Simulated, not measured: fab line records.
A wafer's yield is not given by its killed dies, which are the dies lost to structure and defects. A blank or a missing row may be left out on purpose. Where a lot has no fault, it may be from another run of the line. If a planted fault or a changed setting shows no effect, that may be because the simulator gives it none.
fab line records    flow sfq-line
record lots=6  wafers=18  last-day=81
route steps=325 shown I3@133
lots that met no fault: taken from a fault-free run of the same line
start-h: the number of hours between the record's first day and the start of the first shown wafer of the lot    wait-h: hours elapsed since this lot's preceding step    " unchanged from the row above    L1.1+2: several wafers, shown together as one row    - either no value or no given start    * or withheld: withheld    < > ~ a bound
route shown NAME@n: NAME is a module with steps in the file, n the number in the route of the first one    usual: average and standard deviation across the fault-free wafers    same: alike in all rows    chamber/n: place in a boat    sites: each site's reading    _std_site: standard deviation across them    _edge_site: outer sites' mean less inner sites'    radius-mm: how far each site lies from the wafer's centre    mask NAME#n: copy n    behind: tool/chamber where the wafer was last shaped    hold: why the lot went on hold/how many hours it stayed there/how the hold came to an end    device: the n, p or np transistor that did not switch    end of line: the route-end tests of the same wafers    a step without rows: its recipe alone    killed: the dies lost at the first sort to structure and to defects; this is not the yield of the wafer    map: shows each die of a wafer: x if killed, . if not, _ if none is there
set.NAME: the setting the step ran with; set.NAME@STEP: the setting that earlier step ran with    model.NAME: the simulator's own value behind a step, which no gauge read
a table for each step, a row for each wafer; lots at some steps of the route
services: from which hour (start-h, from the record's first day; less than 0 if before it) a tool's chamber was out of use, for how many hours, and why
## steps
# step SFQ_TRILAYER_I3_DEP_PECVD_081
# recipe material=SiO2  temp-c=150  time-s=111.11  pressure-torr=2.4  rf-w=183.3  precursor=SiH4/N2O  target-thk-nm=500
# usual chamber-pressure-Torr=2.400/0.0049  heater-power-w=83/18  throttle-valve-pct=25.1/1.2
lot.wafer  tool      chamber  start-h  wait-h  chamber-pressure-Torr  heater-power-w  throttle-valve-pct
L166.1     pecvd-02  2        870.15   0.0     2.402                  84              23.2
L166.2     "         1        "        "       2.393                  72              24.0
L166.3     "         0        "        "       2.409                  110             24.2
L168.1     pecvd-04  1        873.75   0.0     2.390                  86              26.2
L168.3     "         2        "        "       2.402                  115             26.7
L168.4     "         2        "        "       2.393                  118             26.7
L172.1     pecvd-04  2        1086.76  0.0     2.397                  112             22.8
L172.3     "         1        "        "       2.394                  85              24.1
L172.4     "         1        "        "       2.395                  87              24.0
L174.1     pecvd-02  2        1150.36  0.0     2.397                  79              24.0
L174.2     "         0        "        "       2.399                  97              25.0
L174.4     "         1        "        "       2.398                  86              25.1
L175.4     pecvd-04  2        1154.00  0.0     2.400                  110             22.7
L175.5     "         0        "        "       2.400                  98              24.5
L175.6     "         1        "        "       2.409                  81              24.2
L177.2     pecvd-03  2        1176.76  0.0     2.402                  49              26.9
L177.4     "         2        "        "       2.406                  51              27.0
L177.6     "         1        "        "       2.393                  80              26.3
# step SFQ_TRILAYER_I3_CMP_CMP_082
# recipe material=SiO2  down-force-psi=3  platen-rpm=60  pad-velocity-m-s=0.94248
# usual motor-current-A=10.6/1  retaining-ring-pressure-frac=1.001/0.005  time-to-endpoint-s=215/5.9
lot.wafer  tool    chamber  start-h  wait-h  motor-current-A  retaining-ring-pressure-frac  time-to-endpoint-s
L166.2     cmp-02  3        884.62   14.4    9.8              0.999                         219
L166.3     "       0        "        "       9.2              0.997                         215
L166.1     "       1        "        "       11.3             1.005                         219
L168.3     cmp-01  1        892.28   18.5    12.1             1.011                         206
L168.4     "       2        "        "       10.1             0.992                         216
L168.1     "       3        "        "       11.2             1.005                         214
L172.4     cmp-01  1        1086.84  0.0     11.9             0.991                         215
L172.1     "       2        "        "       9.6              0.999                         210
L172.3     "       3        "        "       11.6             1.001                         214
L174.2     cmp-01  0        1155.69  5.3     11.5             0.996                         215
L174.1     "       1        "        "       12.0             0.998                         216
L174.4     "       2        "        "       10.2             0.997                         217
L175.4     cmp-01  2        1158.69  4.6     9.9              1.000                         208
L175.6     "       2        1160.69  6.6     9.6              1.005                         209
L175.5     "       3        "        "       11.2             1.002                         210
L177.2     cmp-02  0        1182.18  5.4     9.4              1.002                         215
L177.4     "       3        1183.68  6.8     9.6              0.998                         217
L177.6     "       1        1184.68  7.8     11.2             1.001                         219
# step SFQ_I3_BOW_MEAS_922
# recipe mode=bow
# usual I3_BOW=4/9
lot.wafer  tool           chamber  start-h  wait-h  I3_BOW[um]
L166.1     film-metro-01  -        887.12   1.0     8
L166.2     "              -        "        "       -8
L166.3     "              -        "        "       0
L168.1     film-metro-04  -        894.78   1.0     -11
L168.3     "              -        "        "       4
L168.4     "              -        "        "       4
L172.1     film-metro-01  -        1089.84  2.0     -7
L172.3     "              -        "        "       -14
L172.4     "              -        "        "       0
L174.1     film-metro-03  -        1158.69  2.0     16
L174.2     "              -        "        "       14
L174.4     "              -        "        "       29
L175.4     film-metro-03  -        1161.75  2.6     -1
L175.5     "              -        "        "       6
L175.6     "              -        "        "       5
L177.2     film-metro-01  -        1185.20  2.5     -12
L177.4     "              -        "        "       -5
L177.6     "              -        "        "       4
# step SFQ_TRILAYER_I3_METRO_MEASURE_083
# usual thk-nm=200.2/1.1
lot.wafer  tool           chamber  start-h  wait-h  thk-nm
L166.1     film-metro-01  -        887.24   0.1     200.5
L166.2     "              -        "        "       200.1
L166.3     "              -        "        "       199.7
L168.1     film-metro-04  -        894.90   0.1     201.8
L168.3     "              -        "        "       201.7
L168.4     "              -        "        "       200.8
L172.1     film-metro-01  -        1089.96  0.1     201.2
L172.3     "              -        "        "       201.2
L172.4     "              -        "        "       200.7
L174.1     film-metro-03  -        1158.81  0.1     201.0
L174.2     "              -        "        "       198.8
L174.4     "              -        "        "       199.0
L175.4     film-metro-03  -        1162.41  0.6     199.0
L175.5     "              -        "        "       200.6
L175.6     "              -        "        "       200.6
L177.2     film-metro-01  -        1185.50  0.3     198.9
L177.4     "              -        "        "       199.2
L177.6     "              -        "        "       198.1
# step SFQ_TRILAYER_I3_VIA_LITHO_COAT_090
# recipe resist=BARC  spin-rpm=3000  resist-thk-nm=62
# step SFQ_TRILAYER_I3_VIA_LITHO_COAT_085
# recipe resist=KrF  spin-rpm=3000  resist-thk-nm=650
# step SFQ_TRILAYER_I3_VIA_LITHO_SOFTBAKE_089
# recipe temp-c=withheld  time-s=withheld  resist=KrF
# step SFQ_TRILAYER_I3_VIA_LITHO_EXPOSE_086
# recipe mask-id=I3  na=0.6  source-shape=conventional  sigma-outer=0.65  target-cd-nm=500  dose-mj=21.3
# step SFQ_TRILAYER_I3_VIA_LITHO_PEB_088
# recipe peb-temp-c=115  peb-time-s=60  resist=KrF
# step SFQ_TRILAYER_I3_VIA_LITHO_DEVELOP_087
# recipe time-s=60  resist=KrF
# step SFQ_I3_OVL_MEAS_923
# usual I3_OVL=-1/6.4
lot.wafer  tool        chamber  start-h  wait-h  I3_OVL[nm]
L166.1     overlay-02  -        999.42   0.1     2
L166.2     "           -        "        "       -3
L166.3     "           -        "        "       1
L168.1     overlay-02  -        1001.82  0.1     10
L168.3     "           -        "        "       7
L168.4     "           -        "        "       9
L172.1     overlay-01  -        1220.42  0.1     -4
L172.3     "           -        "        "       -7
L172.4     "           -        "        "       -2
L174.1     overlay-02  -        1286.18  0.1     3
L174.2     "           -        "        "       -4
L174.4     "           -        "        "       -1
L175.4     overlay-02  -        1290.99  0.1     -10
L175.5     "           -        "        "       5
L175.6     "           -        "        "       -3
L177.2     overlay-02  -        1322.18  0.1     0
L177.4     "           -        "        "       0
L177.6     "           -        "        "       0
# step SFQ_TRILAYER_I3_VIA_BARC_OPEN_VIA_ETCH_121
# recipe mask-material=PR  chemistry=O2  target-depth-nm=125  target=BARC  source-w=500  bias-w=80  pressure-mtorr=30  time-s=41.7
# usual chamber-pressure-mTorr=30.000/0.025  drypump-motor-current-A=5.8/0.62  oes-product-au=0.685/0.005  rf-fwd-power-W=493.7/2.7
lot.wafer  tool         chamber  start-h  wait-h  chamber-pressure-mTorr  drypump-motor-current-A  oes-product-au  rf-fwd-power-W  rf-hours-counter-h
L166.1     rie-diel-03  0        999.46   0.0     29.982                  5.1                      0.689           496.5           20
L166.2     "            1        "        "       29.999                  6.5                      0.683           492.4           6
L166.3     "            3        "        "       30.017                  5.2                      0.684           487.7           10
L168.1     rie-diel-03  3        1001.86  0.0     30.012                  5.2                      0.694           489.9           10
L168.3     "            2        "        "       29.993                  6.5                      0.684           490.8           13
L168.4     "            1        "        "       29.991                  6.5                      0.692           493.2           6
L172.1     rie-diel-02  3        1220.45  0.0     30.028                  5.8                      0.688           491.0           15
L172.3     "            2        "        "       30.008                  5.6                      0.679           491.2           15
L172.4     "            0        "        "       30.046                  6.3                      0.684           495.0           10
L174.1     rie-diel-04  2        1286.21  0.0     29.968                  5.7                      0.688           495.7           15
L174.2     "            3        "        "       29.999                  6.2                      0.686           497.1           9
L174.4     "            1        "        "       29.991                  6.3                      0.683           490.8           4
L175.4     rie-diel-02  1        1291.01  0.0     29.969                  4.8                      0.687           495.5           10
L175.5     "            3        "        "       29.992                  5.8                      0.691           496.2           -
L175.6     "            2        "        "       29.998                  5.6                      0.687           494.5           -
L177.2     rie-diel-03  3        1322.21  0.0     29.967                  5.3                      0.690           487.1           15
L177.4     "            1        "        "       30.027                  6.5                      0.687           492.4           11
L177.6     "            0        "        "       29.953                  5.1                      0.691           496.1           -
# step SFQ_TRILAYER_I3_VIA_ETCH_VIA_ETCH_088
# recipe target=SiO2  stop-on=Nb  mask-material=PR  taper-deg=20  chemistry=CHF3  target-depth-nm=260  source-w=500  bias-w=80  pressure-mtorr=30  time-s=withheld
# usual chamber-pressure-mTorr=30.000/0.028  drypump-motor-current-A=5.8/0.62  oes-product-au=0.855/0.0052  rf-fwd-power-W=497.8/1.7
lot.wafer  tool         chamber  start-h  wait-h  chamber-pressure-mTorr  drypump-motor-current-A  oes-product-au  rf-fwd-power-W  model.KrF_of_TRILAYER_I3_VIA_LITHO_COAT_085.thk-nm
L166.1     rie-diel-03  0        999.50   0.0     30.009                  5.1                      0.856           420.7           529.5
L166.2     "            1        "        "       29.932                  6.5                      0.852           418.7           527.6
L166.3     "            3        "        "       29.940                  5.2                      0.863           416.3           529.3
L168.1     rie-diel-03  3        1001.90  0.0     29.989                  5.3                      0.864           416.3           533.1
L168.3     "            2        "        "       29.969                  6.5                      0.860           417.0           533
L168.4     "            1        "        "       30.023                  6.5                      0.857           418.9           532.5
L172.1     rie-diel-02  3        1220.49  0.0     29.959                  5.8                      0.859           496.9           529.3
L172.3     "            2        "        "       29.980                  5.6                      0.864           497.2           529.6
L172.4     "            0        "        "       30.017                  6.3                      0.863           498.3           530.2
L174.1     rie-diel-04  2        1286.25  0.0     29.985                  5.6                      0.863           497.0           527.2
L174.2     "            3        "        "       30.014                  6.3                      0.848           498.3           529.1
L174.4     "            1        "        "       29.958                  6.2                      0.844           498.4           527.6
L175.4     rie-diel-02  1        1291.05  0.0     29.981                  4.8                      0.851           497.7           529.5
L175.5     "            3        "        "       29.983                  5.8                      0.855           498.3           528.3
L175.6     "            2        "        "       30.002                  5.6                      0.852           501.2           531.8
L177.2     rie-diel-03  3        1322.25  0.0     29.990                  5.2                      0.857           496.5           529.7
L177.4     "            1        "        "       30.025                  6.5                      0.850           498.6           527.2
L177.6     "            0        "        "       30.003                  5.1                      0.851           499.5           529.4
# step SFQ_TRILAYER_I3_VIA_STRIP_STRIP_089
# recipe gas=O2  power-w=200  platen-temp-c=40  overash-fraction=0.65  chemistry=O2  pressure-mtorr=50
# usual chamber-pressure-mTorr=50.01/0.044  drypump-motor-current-A=5.5/0.44  oes-product-au=1.002/0.008  platen-temp-c=39.96/0.11
lot.wafer  tool          chamber  start-h  wait-h  chamber-pressure-mTorr  drypump-motor-current-A  oes-product-au  platen-temp-c  rf-hours-counter-h
L166.1     rie-metal-01  1        999.61   -       50.09                   5.5                      1.005           39.94          80
L166.2     "             0        "        "       49.94                   6.1                      1.003           39.81          133
L166.3     "             1        "        "       50.09                   5.5                      1.002           39.94          -
L168.1     rie-metal-03  0        1002.01  -       49.97                   6.1                      0.992           40.16          83
L168.3     "             0        "        "       49.96                   6.0                      1.001           40.04          -
L168.4     "             1        "        "       50.08                   5.0                      1.004           39.99          -
L172.1     rie-metal-01  1        1220.61  -       50.01                   5.5                      1.000           40.04          112
L172.3     "             1        "        "       50.04                   5.5                      1.001           39.98          -
L172.4     "             0        "        "       50.01                   6.1                      1.010           39.92          -
L174.1     rie-metal-01  0        1286.37  -       49.96                   6.1                      0.999           39.91          36
L174.2     "             1        "        "       50.03                   5.5                      1.001           39.87          123
L174.4     "             0        "        "       50.03                   6.1                      1.017           39.96          -
L175.4     rie-metal-04  1        1291.37  -       50.08                   5.0                      1.002           40.07          -
L175.5     "             1        "        "       50.00                   5.0                      1.006           39.95          -
L175.6     "             0        "        "       50.10                   5.2                      1.009           39.98          -
L177.2     rie-metal-03  1        1322.37  -       50.04                   4.9                      1.003           39.75          24
L177.4     "             0        "        "       50.07                   6.1                      1.010           39.97          -
L177.6     "             1        "        "       50.06                   5.0                      1.000           40.01          -
## services
tool         chamber  start-h  hours  kind
rie-diel-03  0        885.47   4.3    repair
rie-diel-02  0        909.13   7.5    repair
rie-diel-02  2        909.38   58.0   repair
cmp-01       -        910.18   1.0    repair
rie-diel-03  3        930.66   2.7    repair
cmp-01       -        964.94   1.3    repair
cmp-01       -        982.24   4.2    pm
cmp-01       -        989.35   14.4   repair
cmp-01       -        992.38   3.0    repair
rie-diel-02  -        1007.97  0.5    repair
rie-diel-03  3        1026.10  2.2    repair
cmp-01       -        1036.48  2.3    repair
cmp-01       -        1041.32  1.5    repair
cmp-01       -        1046.38  2.7    repair
rie-diel-02  -        1055.97  1.1    repair
cmp-01       -        1075.88  0.9    repair
cmp-01       -        1078.70  1.4    repair
rie-diel-02  0        1091.24  5.7    repair
cmp-01       -        1098.84  4.0    pm
rie-diel-03  -        1153.84  1.2    repair
rie-diel-02  -        1157.51  28.1   pm
rie-diel-03  -        1181.60  0.8    repair
rie-diel-02  3        1196.16  3.2    repair
rie-diel-03  3        1203.55  6.4    repair
## key
first-sign step=SFQ_TRILAYER_I3_VIA_ETCH_VIA_ETCH_088  reading=rf-fwd-power-W  direction=down  sigmas=46  usual=497.8  struck=418.0
effect none on later readings
model-effect step=SFQ_TRILAYER_I3_VIA_ETCH_VIA_ETCH_088  value=KrF_of_TRILAYER_I3_VIA_LITHO_COAT_085.thk-nm  without=528.1  struck=530.8
met-at SFQ_TRILAYER_I3_VIA_ETCH_VIA_ETCH_088
struck-wafers L166.1,L166.2,L166.3,L168.1,L168.3,L168.4
fault kind=process-parameter-drift  tool=rie-diel-03  chamber=-  onset-h=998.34  steps=SFQ_TRILAYER_I3_VIA_ETCH_VIA_ETCH_088  channel=source-w  offset=-80  shape=step  end-h=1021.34  acts-in=these-recipes-only  stated=500
